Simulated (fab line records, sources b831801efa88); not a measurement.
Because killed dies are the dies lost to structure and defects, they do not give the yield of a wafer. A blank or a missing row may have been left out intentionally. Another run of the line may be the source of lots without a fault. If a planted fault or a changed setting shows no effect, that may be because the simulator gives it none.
fab line records	flow gf180mcu
record lots=5	wafers=15	lastDay=32
route steps=602 shown MVPSD@82 VT_IMPLANT@90
lots with no fault: from the same line, run without faults
startH: the number of hours between the record's first day and the start of the first shown wafer of the lot	waitH: hours elapsed since this lot's preceding step	" same as the row above	L1.1+2: a single row standing in for several wafers	- no value, or no start given	* or withheld: withheld	< > ~ a bound
route shown NAME@n: NAME is a module with steps in the file, n the number in the route of the first one	usual: mean/standard deviation taken from wafers without a fault	same: alike in all rows	chamber/n: place in a boat	sites: per-site readings	_std_site: standard deviation of those values	_edge_site: inner sites' mean taken away from outer sites' mean	radiusMm: for every site, how far away it sits from the centre of the wafer	mask NAME#n: copy n	behind: the most recent tool/chamber to have shaped the wafer	hold: why the lot was held/for how many hours/how that ended	device: the n, p or np transistor that did not switch	end of line: the tests these same wafers got at the end of their route	a step given without rows: its recipe and nothing more	killed: dies that structure and defects cost at the first sort, which is not the same as the wafer's yield	map: the dies of a wafer, with x for killed, . for not killed, _ for no die there
set.NAME: the setting as run; set.NAME@STEP: as run at that earlier step	model.NAME: the simulator's own value behind a step, which no gauge read
lots at selected steps of the route; one table per step, one row per wafer
services: when a tool's chamber went out of use (startH, in hours from the record's first day, below 0 if earlier), for how many hours, and the reason
## steps
# step GF_MVPSD_EXPOSE_04
# recipe maskId=MVPSD	targetCdNm=1000	na=0.6	sourceShape=conventional	sigmaOuter=0.6	doseMj=260
# same sigmaOuter=0.6
lot.wafer	tool	chamber	startH	waitH	mask
L077.1+4+5	ilineStepper-01	0	-	-	MVPSD#0
L080.1+2+5	ilineStepper-02	0	-	-	MVPSD#0
L081.1+5+6	ilineStepper-02	0	-	-	MVPSD#0
L088.1+3+5	ilineStepper-02	0	-	-	MVPSD#0
L089.2+5+6	ilineStepper-02	0	-	-	MVPSD#0
# step GF_MVPSD_PEB_05
# recipe tempC=115	timeS=withheld
# usual plateTempC=115.01/0.14	resistLineTempC=23.00/0.099
lot.wafer	tool	chamber	startH	waitH	plateTempC	resistLineTempC
L077.1	lithoTrack-04	0	-	-	115.14	22.98
L077.4	"	0	"	"	115.06	23.17
L077.5	"	0	"	"	115.32	23.03
L080.1	lithoTrack-04	0	-	-	115.23	22.82
L080.2	"	0	"	"	115.14	22.93
L080.5	"	0	"	"	114.99	22.96
L081.1	lithoTrack-01	0	-	-	114.71	22.89
L081.5	"	0	"	"	114.88	22.77
L081.6	"	0	"	"	115.11	23.04
L088.1	lithoTrack-04	0	-	-	115.16	23.01
L088.3	"	0	"	"	115.10	23.13
L088.5	"	0	"	"	115.01	22.87
L089.2	lithoTrack-02	0	-	-	115.17	23.00
L089.5	"	0	"	"	115.38	23.18
L089.6	"	0	"	"	115.16	23.16
# step GF_MVPSD_DEVELOP_06
# recipe wallAngleDeg=90	developTimeS=60	devTempC=23
# usual resistLineTempC=23.01/0.12
lot.wafer	tool	chamber	startH	waitH	resistLineTempC
L077.1	lithoTrack-04	0	-	-	23.03
L077.4	"	0	"	"	23.13
L077.5	"	0	"	"	23.07
L080.1	lithoTrack-04	0	-	-	22.96
L080.2	"	0	"	"	22.98
L080.5	"	0	"	"	23.19
L081.1	lithoTrack-01	0	-	-	22.89
L081.5	"	0	"	"	22.99
L081.6	"	0	"	"	22.97
L088.1	lithoTrack-04	0	-	-	22.85
L088.3	"	0	"	"	22.90
L088.5	"	0	"	"	23.05
L089.2	lithoTrack-02	0	-	-	22.81
L089.5	"	0	"	"	22.85
L089.6	"	0	"	"	22.97
# step GF_MVPSD_OVL_MEAS_07
# usual MVPSD_OVL=0.3/1.7
lot.wafer	tool	chamber	startH	waitH	MVPSD_OVL[nm]
L077.1	overlay-01	-	116.74	-	2.8
L077.4	"	-	"	"	-0.1
L077.5	"	-	"	"	1.7
L080.1	overlay-01	-	133.29	-	-3.2
L080.2	"	-	"	"	-2.0
L080.5	"	-	"	"	-2.4
L081.1	overlay-01	-	137.23	-	0.6
L081.5	"	-	"	"	-0.7
L081.6	"	-	"	"	-0.5
L088.1	overlay-01	-	178.99	-	-1.7
L088.3	"	-	"	"	-1.1
L088.5	"	-	"	"	-2.7
L089.2	overlay-02	-	185.89	-	4.1
L089.5	"	-	"	"	2.2
L089.6	"	-	"	"	2.7
# step GF_MVPSD_IMPLANT_08
# recipe species=B	energyKev=170	doseCm2=1.5e+13	tiltDeg=0
lot.wafer	tool	chamber	startH	waitH
L077.1+4+5	implanter-04	0	116.78	0.0
L080.1+2+5	implanter-04	0	133.33	0.0
L081.1+5+6	implanter-02	0	137.26	0.0
L088.1+3+5	implanter-02	0	179.03	0.0
L089.2+5+6	implanter-04	0	185.95	0.0
# step GF_MVPSD_IMPLANT_09
# recipe species=B	energyKev=40	doseCm2=5e+12	tiltDeg=0
lot.wafer	tool	chamber	startH	waitH
L077.1+4+5	implanter-04	0	116.93	0.1
L080.1+2+5	implanter-04	0	133.48	0.1
L081.1+5+6	implanter-02	0	137.41	0.1
L088.1+3+5	implanter-02	0	179.18	0.1
L089.2+5+6	implanter-04	0	186.10	0.1
# step GF_MVPSD_STRIP_10
# recipe chemistry=O2/N2	powerW=1400	pressureMtorr=1500	platenTempC=250	o2FlowSccm=3000	n2FlowSccm=300	overashFraction=0.5
# usual drypumpMotorCurrentA=6.0/0.61	heaterPowerW=320/23	oesProductAu=0.722/0.0042	stripTimeToEndpointS=37.01/0.088
lot.wafer	tool	chamber	startH	waitH	drypumpMotorCurrentA	heaterPowerW	oesProductAu	rfHoursCounterH	stripTimeToEndpointS
L077.1	plasmaAsher-01	0	117.08	0.1	6.0	290	0.713	34	36.83
L077.4	"	0	"	"	6.1	290	0.721	-	36.95
L077.5	"	0	"	"	6.0	293	0.722	-	36.94
L080.1	plasmaAsher-01	1	133.63	0.1	6.2	325	0.723	36	37.21
L080.2	"	0	"	"	6.1	294	0.719	36	37.17
L080.5	"	0	"	"	6.1	298	0.724	-	37.17
L081.1	plasmaAsher-03	1	137.56	0.1	4.9	306	0.725	48	37.02
L081.5	"	1	"	"	4.9	309	0.719	-	36.94
L081.6	"	0	"	"	6.8	331	0.719	-	36.92
L088.1	plasmaAsher-03	0	179.33	0.1	6.8	321	0.729	53	36.92
L088.3	"	1	"	"	4.9	310	0.724	-	37.04
L088.5	"	0	"	"	6.8	336	0.726	-	37.09
L089.2	plasmaAsher-01	1	186.22	0.1	6.2	329	0.718	42	37.12
L089.5	"	1	"	"	6.2	325	0.729	-	37.09
L089.6	"	0	"	"	6.0	292	0.716	-	37.13
# step GF_MVPSD_TW_MEAS_11
# usual MVPSD_TW=551.9/2.8
lot.wafer	tool	chamber	startH	waitH	MVPSD_TW
L077.1	filmMetro-04	-	117.18	0.1	547.9
L077.4	"	-	"	"	553.6
L077.5	"	-	"	"	549.9
L080.1	filmMetro-04	-	133.73	0.1	553.8
L080.2	"	-	"	"	557.3
L080.5	"	-	"	"	553.8
L081.1	filmMetro-01	-	137.66	0.1	549.2
L081.5	"	-	"	"	550.2
L081.6	"	-	"	"	551.7
L088.1	filmMetro-03	-	179.43	0.1	551.9
L088.3	"	-	"	"	558.7
L088.5	"	-	"	"	553.8
L089.2	filmMetro-04	-	186.33	0.1	553.0
L089.5	"	-	"	"	550.9
L089.6	"	-	"	"	550.9
# step GF_VT_IMPLANT_DEHYDRATE_00
# recipe tempC=200	timeS=60
# usual plateTempC=200.01/0.14	resistLineTempC=22.99/0.11
lot.wafer	tool	chamber	startH	waitH	plateTempC	resistLineTempC
L077.1	lithoTrack-02	0	123.89	6.7	199.86	23.12
L077.4	"	0	"	"	200.00	23.16
L077.5	"	0	"	"	199.88	22.93
L080.1	lithoTrack-02	0	140.74	7.0	200.13	23.08
L080.2	"	0	"	"	200.19	22.91
L080.5	"	0	"	"	200.17	22.87
L081.1	lithoTrack-02	0	145.09	7.4	199.98	22.91
L081.5	"	0	"	"	199.80	22.90
L081.6	"	0	"	"	199.89	23.09
L088.1	lithoTrack-01	0	186.72	7.3	199.94	23.01
L088.3	"	0	"	"	199.82	23.11
L088.5	"	0	"	"	200.14	23.15
L089.2	lithoTrack-02	0	194.26	7.9	199.93	22.97
L089.5	"	0	"	"	200.18	22.98
L089.6	"	0	"	"	199.92	23.02
# step GF_VT_IMPLANT_HMDS_01
# recipe primeTimeS=60	primeTempC=120
# usual resistLineTempC=22.99/0.089
lot.wafer	tool	chamber	startH	waitH	resistLineTempC
L077.1	lithoTrack-02	0	124.04	0.1	22.87
L077.4	"	0	"	"	23.02
L077.5	"	0	"	"	22.95
L080.1	lithoTrack-02	0	140.89	0.1	23.05
L080.2	"	0	"	"	23.07
L080.5	"	0	"	"	23.02
L081.1	lithoTrack-02	0	145.24	0.1	23.16
L081.5	"	0	"	"	23.03
L081.6	"	0	"	"	22.96
L088.1	lithoTrack-01	0	186.87	0.1	22.83
L088.3	"	0	"	"	23.05
L088.5	"	0	"	"	23.05
L089.2	lithoTrack-02	0	194.41	0.1	22.96
L089.5	"	0	"	"	23.09
L089.6	"	0	"	"	22.85
# step GF_VT_IMPLANT_COAT_02
# recipe resist=NOVOLAK	spinRpm=3000	resistThkNm=1000
# usual resistLineTempC=23.01/0.11
lot.wafer	tool	chamber	startH	waitH	resistLineTempC
L077.1	lithoTrack-02	0	124.19	0.1	23.12
L077.4	"	0	"	"	23.08
L077.5	"	0	"	"	23.13
L080.1	lithoTrack-02	0	141.04	0.1	23.01
L080.2	"	0	"	"	23.03
L080.5	"	0	"	"	22.86
L081.1	lithoTrack-02	0	145.39	0.1	23.07
L081.5	"	0	"	"	22.83
L081.6	"	0	"	"	22.84
L088.1	lithoTrack-01	0	187.02	0.1	23.03
L088.3	"	0	"	"	23.11
L088.5	"	0	"	"	23.11
L089.2	lithoTrack-02	0	194.56	0.1	23.08
L089.5	"	0	"	"	23.14
L089.6	"	0	"	"	23.13
# step GF_VT_IMPLANT_SOFTBAKE_03
# recipe tempC=90	timeS=60	resist=NOVOLAK
# usual plateTempC=90.00/0.14	resistLineTempC=22.99/0.1
lot.wafer	tool	chamber	startH	waitH	plateTempC	resistLineTempC
L077.1	lithoTrack-02	0	124.34	0.1	90.12	22.98
L077.4	"	0	"	"	90.00	22.85
L077.5	"	0	"	"	90.10	22.95
L080.1	lithoTrack-02	0	141.19	0.1	89.85	23.03
L080.2	"	0	"	"	89.85	23.03
L080.5	"	0	"	"	89.87	23.05
L081.1	lithoTrack-02	0	145.54	0.1	89.91	23.17
L081.5	"	0	"	"	90.03	22.94
L081.6	"	0	"	"	90.08	23.13
L088.1	lithoTrack-01	0	187.17	0.1	89.97	23.13
L088.3	"	0	"	"	90.04	23.06
L088.5	"	0	"	"	89.74	23.04
L089.2	lithoTrack-02	0	194.71	0.1	90.06	23.03
L089.5	"	0	"	"	89.88	23.15
L089.6	"	0	"	"	89.99	23.01
# step GF_VT_IMPLANT_EXPOSE_04
# recipe maskId=LVPWELL_LV_AREA	targetCdNm=600	na=0.6	sourceShape=conventional	sigmaOuter=0.6	doseMj=140
# same sigmaOuter=0.6
lot.wafer	tool	chamber	startH	waitH	mask
L077.1+4+5	ilineStepper-01	0	-	-	LVPWELL_LV_AREA#0
L080.1+2+5	ilineStepper-02	0	-	-	LVPWELL_LV_AREA#0
L081.1+5+6	ilineStepper-02	0	-	-	LVPWELL_LV_AREA#0
L088.1+3+5	ilineStepper-02	0	-	-	LVPWELL_LV_AREA#0
L089.2+5+6	ilineStepper-02	0	-	-	LVPWELL_LV_AREA#0
# step GF_VT_IMPLANT_PEB_05
# recipe tempC=withheld	timeS=*	resist=NOVOLAK
# usual resistLineTempC=*
lot.wafer	tool	chamber	startH	waitH	resistLineTempC
L077.1	lithoTrack-01	0	-	-	*
L077.4	"	0	"	"	*
L077.5	"	0	"	"	*
L080.1	lithoTrack-03	0	-	-	*
L080.2	"	0	"	"	*
L080.5	"	0	"	"	*
L081.1	lithoTrack-03	0	-	-	*
L081.5	"	0	"	"	*
L081.6	"	0	"	"	*
L088.1	lithoTrack-03	0	-	-	*
L088.3	"	0	"	"	*
L088.5	"	0	"	"	*
L089.2	lithoTrack-01	0	-	-	*
L089.5	"	0	"	"	*
L089.6	"	0	"	"	*
# step GF_VT_IMPLANT_DEVELOP_06
# recipe developTimeS=60	devTempC=23
# usual resistLineTempC=23.01/0.097
lot.wafer	tool	chamber	startH	waitH	resistLineTempC
L077.1	lithoTrack-01	0	131.73	0.1	23.09
L077.4	"	0	"	"	23.12
L077.5	"	0	"	"	22.86
L080.1	lithoTrack-03	0	148.83	0.1	23.05
L080.2	"	0	"	"	23.03
L080.5	"	0	"	"	22.81
L081.1	lithoTrack-03	0	153.23	0.1	23.07
L081.5	"	0	"	"	22.97
L081.6	"	0	"	"	22.91
L088.1	lithoTrack-03	0	195.43	0.1	22.89
L088.3	"	0	"	"	22.90
L088.5	"	0	"	"	22.91
L089.2	lithoTrack-01	0	202.75	0.1	22.93
L089.5	"	0	"	"	23.00
L089.6	"	0	"	"	22.97
# step GF_VT_IMPLANT_OVL_MEAS_07
# usual VT_IMPLANT_OVL=0.4/1.7
lot.wafer	tool	chamber	startH	waitH	VT_IMPLANT_OVL[nm]
L077.1	overlay-01	-	131.88	0.1	1.2
L077.4	"	-	"	"	-0.1
L077.5	"	-	"	"	1.6
L080.1	overlay-02	-	148.98	0.1	0.7
L080.2	"	-	"	"	1.1
L080.5	"	-	"	"	0.6
L081.1	overlay-02	-	153.38	0.1	-1.1
L081.5	"	-	"	"	-3.1
L081.6	"	-	"	"	-1.9
L088.1	overlay-01	-	195.58	0.1	-4.2
L088.3	"	-	"	"	-2.7
L088.5	"	-	"	"	-4.1
L089.2	overlay-02	-	202.88	0.1	-1.9
L089.5	"	-	"	"	-2.6
L089.6	"	-	"	"	-1.8
# step GF_VT_IMPLANT_IMPLANT_08
# recipe species=BF2	energyKev=20	doseCm2=8.29e+12	tiltDeg=7
lot.wafer	tool	chamber	startH	waitH
L077.1+4+5	implanter-04	0	131.91	0.0
L080.1+2+5	implanter-04	0	149.02	0.0
L081.1+5+6	implanter-04	0	153.42	0.0
L088.1+3+5	implanter-01	0	195.62	0.0
L089.2+5+6	implanter-04	0	202.94	0.0
# step GF_VT_IMPLANT_STRIP_09
# recipe chemistry=O2/N2	powerW=1400	pressureMtorr=1500	platenTempC=250	o2FlowSccm=3000	n2FlowSccm=300	overashFraction=0.5
# usual drypumpMotorCurrentA=5.8/0.34	heaterPowerW=322/32	oesProductAu=0.715/0.0044	stripTimeToEndpointS=12.63/0.043
lot.wafer	tool	chamber	startH	waitH	drypumpMotorCurrentA	heaterPowerW	oesProductAu	rfHoursCounterH	stripTimeToEndpointS
L077.1	plasmaAsher-01	1	132.06	0.1	6.2	325	0.715	36	12.67
L077.4	"	0	"	"	6.1	298	0.714	-	12.65
L077.5	"	1	"	"	6.2	334	0.716	-	12.68
L080.1	plasmaAsher-04	1	149.17	0.1	5.7	310	0.709	48	12.62
L080.2	"	0	"	"	5.8	384	0.727	48	12.63
L080.5	"	0	"	"	5.8	396	0.723	-	12.63
L081.1	plasmaAsher-02	1	153.57	0.1	5.3	294	0.715	4	12.64
L081.5	"	1	"	"	5.3	306	0.721	-	12.63
L081.6	"	0	"	"	5.1	289	0.712	-	12.64
L088.1	plasmaAsher-02	1	195.77	0.1	5.2	293	0.708	8	12.59
L088.3	"	1	"	"	5.3	296	0.723	-	12.61
L088.5	"	0	"	"	5.1	295	0.711	-	12.59
L089.2	plasmaAsher-01	1	203.06	0.1	6.2	334	0.707	44	12.62
L089.5	"	1	"	"	6.1	322	0.724	-	12.68
L089.6	"	0	"	"	6.1	293	0.719	-	12.67
# step GF_VT_IMPLANT_TW_MEAS_10
# usual VT_IMPLANT_TW=565/4.1
lot.wafer	tool	chamber	startH	waitH	VT_IMPLANT_TW
L077.1	filmMetro-01	-	132.16	0.1	558
L077.4	"	-	"	"	561
L077.5	"	-	"	"	561
L080.1	filmMetro-01	-	149.27	0.1	560
L080.2	"	-	"	"	563
L080.5	"	-	"	"	562
L081.1	filmMetro-02	-	153.67	0.1	566
L081.5	"	-	"	"	571
L081.6	"	-	"	"	572
L088.1	filmMetro-02	-	195.87	0.1	565
L088.3	"	-	"	"	564
L088.5	"	-	"	"	563
L089.2	filmMetro-01	-	203.17	0.1	565
L089.5	"	-	"	"	559
L089.6	"	-	"	"	562
# step GF_VT_IMPLANT_DEHYDRATE_11
# recipe tempC=200	timeS=60
# usual plateTempC=199.99/0.18	resistLineTempC=23.00/0.091
lot.wafer	tool	chamber	startH	waitH	plateTempC	resistLineTempC
L077.1	lithoTrack-01	0	138.23	6.1	199.88	22.92
L077.4	"	0	"	"	199.87	23.00
L077.5	"	0	"	"	200.04	22.85
L080.1	lithoTrack-03	0	156.23	7.0	200.18	22.98
L080.2	"	0	"	"	200.12	22.93
L080.5	"	0	"	"	200.37	22.97
L081.1	lithoTrack-03	0	160.48	6.8	199.80	22.97
L081.5	"	0	"	"	199.76	22.99
L081.6	"	0	"	"	200.03	23.03
L088.1	lithoTrack-03	0	203.23	7.4	199.93	23.12
L088.3	"	0	"	"	199.90	23.05
L088.5	"	0	"	"	200.09	23.06
L089.2	lithoTrack-03	0	211.21	8.0	199.74	22.93
L089.5	"	0	"	"	199.97	22.84
L089.6	"	0	"	"	199.88	22.87
# step GF_VT_IMPLANT_HMDS_12
# recipe primeTimeS=60	primeTempC=120
# usual resistLineTempC=22.98/0.11
lot.wafer	tool	chamber	startH	waitH	resistLineTempC
L077.1	lithoTrack-01	0	138.38	0.1	22.75
L077.4	"	0	"	"	22.94
L077.5	"	0	"	"	22.77
L080.1	lithoTrack-03	0	156.38	0.1	22.92
L080.2	"	0	"	"	22.85
L080.5	"	0	"	"	23.15
L081.1	lithoTrack-03	0	160.63	0.1	22.99
L081.5	"	0	"	"	23.02
L081.6	"	0	"	"	22.98
L088.1	lithoTrack-03	0	203.38	0.1	23.02
L088.3	"	0	"	"	22.71
L088.5	"	0	"	"	22.92
L089.2	lithoTrack-03	0	211.36	0.1	23.08
L089.5	"	0	"	"	22.93
L089.6	"	0	"	"	23.04
# step GF_VT_IMPLANT_COAT_13
# recipe resist=NOVOLAK	spinRpm=3000	resistThkNm=1000
# usual resistLineTempC=22.98/0.088
lot.wafer	tool	chamber	startH	waitH	resistLineTempC
L077.1	lithoTrack-01	0	138.53	0.1	22.96
L077.4	"	0	"	"	23.09
L077.5	"	0	"	"	22.87
L080.1	lithoTrack-03	0	156.53	0.1	22.98
L080.2	"	0	"	"	22.99
L080.5	"	0	"	"	23.05
L081.1	lithoTrack-03	0	160.78	0.1	22.88
L081.5	"	0	"	"	22.96
L081.6	"	0	"	"	23.05
L088.1	lithoTrack-03	0	203.53	0.1	23.10
L088.3	"	0	"	"	23.03
L088.5	"	0	"	"	23.02
L089.2	lithoTrack-03	0	211.51	0.1	22.99
L089.5	"	0	"	"	23.02
L089.6	"	0	"	"	23.07
# step GF_VT_IMPLANT_SOFTBAKE_14
# recipe tempC=90	timeS=60	resist=NOVOLAK
# usual plateTempC=90.02/0.12	resistLineTempC=23.02/0.11
lot.wafer	tool	chamber	startH	waitH	plateTempC	resistLineTempC
L077.1	lithoTrack-01	0	138.68	0.1	89.96	23.07
L077.4	"	0	"	"	90.10	22.96
L077.5	"	0	"	"	90.32	22.96
L080.1	lithoTrack-03	0	156.68	0.1	90.03	23.00
L080.2	"	0	"	"	89.89	22.99
L080.5	"	0	"	"	89.95	23.03
L081.1	lithoTrack-03	0	160.93	0.1	90.20	22.96
L081.5	"	0	"	"	90.29	23.00
L081.6	"	0	"	"	90.22	22.95
L088.1	lithoTrack-03	0	203.68	0.1	90.10	23.08
L088.3	"	0	"	"	90.05	23.19
L088.5	"	0	"	"	90.03	22.98
L089.2	lithoTrack-03	0	211.66	0.1	90.09	23.03
L089.5	"	0	"	"	90.03	23.08
L089.6	"	0	"	"	90.14	22.88
# step GF_VT_IMPLANT_EXPOSE_15
# recipe maskId=Nwell_LV_AREA	targetCdNm=860	na=0.6	sourceShape=conventional	sigmaOuter=0.6	doseMj=140
# same sigmaOuter=0.6
lot.wafer	tool	chamber	startH	waitH	mask
L077.1+4+5	ilineStepper-02	0	-	-	Nwell_LV_AREA#0
L080.1+2+5	ilineStepper-02	0	-	-	Nwell_LV_AREA#0
L081.1+5+6	ilineStepper-02	0	-	-	Nwell_LV_AREA#0
L088.1+3+5	ilineStepper-01	0	-	-	Nwell_LV_AREA#0
L089.2+5+6	ilineStepper-02	0	-	-	Nwell_LV_AREA#0
# step GF_VT_IMPLANT_PEB_16
# recipe tempC=withheld	timeS=*	resist=NOVOLAK
# usual resistLineTempC=*
lot.wafer	tool	chamber	startH	waitH	resistLineTempC
L077.1	lithoTrack-02	0	-	-	*
L077.4	"	0	"	"	*
L077.5	"	0	"	"	*
L080.1	lithoTrack-03	0	-	-	*
L080.2	"	0	"	"	*
L080.5	"	0	"	"	*
L081.1	lithoTrack-02	0	-	-	*
L081.5	"	0	"	"	*
L081.6	"	0	"	"	*
L088.1	lithoTrack-01	0	-	-	*
L088.3	"	0	"	"	*
L088.5	"	0	"	"	*
L089.2	lithoTrack-01	0	-	-	*
L089.5	"	0	"	"	*
L089.6	"	0	"	"	*
# step GF_VT_IMPLANT_DEVELOP_17
# recipe developTimeS=60	devTempC=23
# usual resistLineTempC=23.00/0.11
lot.wafer	tool	chamber	startH	waitH	resistLineTempC
L077.1	lithoTrack-02	0	146.14	0.1	22.92
L077.4	"	0	"	"	22.87
L077.5	"	0	"	"	23.10
L080.1	lithoTrack-03	0	164.58	0.1	23.06
L080.2	"	0	"	"	23.12
L080.5	"	0	"	"	23.19
L081.1	lithoTrack-02	0	168.69	0.1	23.16
L081.5	"	0	"	"	22.93
L081.6	"	0	"	"	23.04
L088.1	lithoTrack-01	0	212.02	0.1	22.98
L088.3	"	0	"	"	23.02
L088.5	"	0	"	"	23.06
L089.2	lithoTrack-01	0	220.50	0.1	23.07
L089.5	"	0	"	"	22.85
L089.6	"	0	"	"	22.92
# step GF_VT_IMPLANT_OVL_MEAS_18
# usual VT_IMPLANT_01_OVL=-0.8/1.3
lot.wafer	tool	chamber	startH	waitH	VT_IMPLANT_01_OVL[nm]
L077.1	overlay-01	-	146.29	0.1	-2.1
L077.4	"	-	"	"	-0.2
L077.5	"	-	"	"	-1.7
L080.1	overlay-02	-	164.73	0.1	0.4
L080.2	"	-	"	"	0.7
L080.5	"	-	"	"	0.0
L081.1	overlay-01	-	168.84	0.1	-1.0
L081.5	"	-	"	"	-1.8
L081.6	"	-	"	"	-0.7
L088.1	overlay-02	-	212.17	0.1	-1.4
L088.3	"	-	"	"	-0.7
L088.5	"	-	"	"	-0.6
L089.2	overlay-01	-	220.63	0.1	-3.7
L089.5	"	-	"	"	-3.3
L089.6	"	-	"	"	-3.6
# step GF_VT_IMPLANT_IMPLANT_19
# recipe species=As	energyKev=100	doseCm2=4.35e+12	tiltDeg=7
lot.wafer	tool	chamber	startH	waitH
L077.1+4+5	implanter-04	0	146.32	0.0
L080.1+2+5	implanter-01	0	164.77	0.0
L081.1+5+6	implanter-01	0	168.87	0.0
L088.1+3+5	implanter-01	0	212.21	0.0
L089.2+5+6	implanter-03	0	220.69	0.0
# step GF_VT_IMPLANT_STRIP_20
# recipe chemistry=O2/N2	powerW=1400	pressureMtorr=1500	platenTempC=250	o2FlowSccm=3000	n2FlowSccm=300	overashFraction=0.5
# usual drypumpMotorCurrentA=5.8/0.38	heaterPowerW=319/31	oesProductAu=0.716/0.0046	stripTimeToEndpointS=12.64/0.036
lot.wafer	tool	chamber	startH	waitH	drypumpMotorCurrentA	heaterPowerW	oesProductAu	rfHoursCounterH	stripTimeToEndpointS
L077.1	plasmaAsher-02	1	146.47	0.1	5.3	301	0.718	3	12.62
L077.4	"	0	"	"	5.1	295	0.718	-	12.57
L077.5	"	1	"	"	5.3	294	0.715	-	12.57
L080.1	plasmaAsher-01	1	164.92	0.1	6.2	328	0.724	39	12.67
L080.2	"	0	"	"	6.0	294	0.718	39	12.70
L080.5	"	0	"	"	6.0	296	0.720	-	12.71
L081.1	plasmaAsher-02	1	169.02	0.1	5.3	298	0.712	5	12.66
L081.5	"	0	"	"	5.1	295	0.720	-	12.66
L081.6	"	1	"	"	5.3	295	0.711	-	12.61
L088.1	plasmaAsher-01	0	212.36	0.1	6.1	293	0.717	45	12.68
L088.3	"	1	"	"	6.1	335	0.714	-	12.68
L088.5	"	0	"	"	6.1	295	0.704	-	12.68
L089.2	plasmaAsher-02	0	220.81	0.1	5.1	291	0.719	11	12.72
L089.5	"	1	"	"	5.3	300	0.710	-	12.67
L089.6	"	0	"	"	5.1	290	0.714	-	12.69
# step GF_VT_IMPLANT_TW_MEAS_21
# usual VT_IMPLANT_2_TW=1214/10
lot.wafer	tool	chamber	startH	waitH	VT_IMPLANT_2_TW
L077.1	filmMetro-04	-	146.57	0.1	1209
L077.4	"	-	"	"	1206
L077.5	"	-	"	"	1215
L080.1	filmMetro-04	-	165.02	0.1	1209
L080.2	"	-	"	"	1218
L080.5	"	-	"	"	1209
L081.1	filmMetro-02	-	169.12	0.1	1221
L081.5	"	-	"	"	1224
L081.6	"	-	"	"	1222
L088.1	filmMetro-04	-	212.46	0.1	1202
L088.3	"	-	"	"	1205
L088.5	"	-	"	"	1203
L089.2	filmMetro-01	-	220.96	0.1	1201
L089.5	"	-	"	"	1202
L089.6	"	-	"	"	1208
## services
tool	chamber	startH	hours	kind
implanter-04	-	86.88	3.5	pm
implanter-02	-	95.17	0.8	repair
plasmaAsher-02	-	107.17	2.6	repair
plasmaAsher-02	-	109.81	9.0	pm
plasmaAsher-02	0	109.81	9.0	ventCycle
plasmaAsher-02	1	109.81	9.0	ventCycle
plasmaAsher-04	-	116.59	0.5	repair
plasmaAsher-02	0	118.81	-	clean
plasmaAsher-02	1	118.81	-	clean
plasmaAsher-04	-	122.33	3.7	repair
implanter-03	-	122.67	2.4	repair
implanter-04	-	140.46	3.0	repair
implanter-03	-	140.94	77.2	pm
plasmaAsher-04	-	177.65	10.2	repair
implanter-02	-	180.72	106.0	repair
implanter-04	-	190.11	5.4	repair
ilineStepper-01	0	190.72	-	calibration
ilineStepper-02	-	197.04	1.7	pm
implanter-01	-	218.10	2.6	pm
## key
fault none
